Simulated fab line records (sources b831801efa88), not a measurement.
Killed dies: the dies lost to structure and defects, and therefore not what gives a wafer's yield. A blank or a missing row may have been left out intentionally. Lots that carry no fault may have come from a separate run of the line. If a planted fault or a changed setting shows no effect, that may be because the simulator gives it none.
One fault through the eyes of 2 desks | flow sky130 | only its own numbers are on each desk; what lay behind them is given at the end

## FOR THE TOOL OWNER'S DESK: plasma asher-03
The tool's own readings at SKY_METAL4_STRIP_19 (strips in O2/N2): means of the sampled wafers that have a number, for each lot that ran on this tool. Any lot whose mean is over 4 standard deviations away from the usual mean is out of limits and marked OUT; that distance is given in the brackets.
Columns: A = drypump motor current A at SKY_METAL4_STRIP_19, usual 6.06 A; B = oes product au at SKY_METAL4_STRIP_19, usual 0.503 a.u.; C = strip time to endpoint s at SKY_METAL4_STRIP_19, usual 6.56 s
lot  | first seen here | A    | B     | C
L526 | day 41 22:00    | 6.04 | 0.498 | 6.53
L532 | day 43 20:10    | 6.15 | 0.507 | 6.67
L534 | day 44 16:51    | 6.42 | 0.503 | 6.52
L546 | day 47 11:43    | 6.14 | 0.507 | 6.60
This desk's verdict: no lot among the 4 shows anything out of limits.

## AT THE METROLOGY DESK
What the gauges read, lot by lot, whatever tool the lot ran on: means of the sampled wafers that have a number. Any lot whose mean is over 4 standard deviations away from the usual mean is out of limits and marked OUT; that distance is given in the brackets.
Columns: A = VIA1_W_RS at SKY_VIA1_RS_MEAS_22, usual 0.428 ohm/sq; B = METAL2_ALCU_THK at SKY_METAL2_THK_MEAS_06, usual 245 nm; C = METAL2_OVL at SKY_METAL2_OVL_MEAS_16, usual 7 nm
lot  | first seen here | A     | B   | C
L525 | day 33 21:30    | 0.428 | 244 | 4
L526 | day 34 05:35    | 0.430 | 245 | -4
L527 | day 34 13:04    | 0.423 | 243 | 6
L532 | day 36 09:31    | 0.427 | 248 | 2
L534 | day 37 08:36    | 0.424 | 242 | 5
L536 | day 37 19:50    | 0.428 | 243 | -2
L538 | day 38 08:38    | 0.428 | 248 | 7
L540 | day 39 01:47    | 0.428 | 243 | 3
L543 | day 39 20:56    | 0.432 | 242 | 14
L546 | day 40 17:53    | 0.427 | 251 | 6
L548 | day 40 20:20    | 0.430 | 247 | 2
L547 | day 40 23:07    | 0.424 | 243 | 6
This desk's verdict: no lot among the 12 shows anything out of limits.

## BROUGHT TOGETHER
The tool owner's desk saw nothing out of limits.
Metrology desk: nothing out of limits seen.

## WHAT THE SIMULATOR HAD INSERTED
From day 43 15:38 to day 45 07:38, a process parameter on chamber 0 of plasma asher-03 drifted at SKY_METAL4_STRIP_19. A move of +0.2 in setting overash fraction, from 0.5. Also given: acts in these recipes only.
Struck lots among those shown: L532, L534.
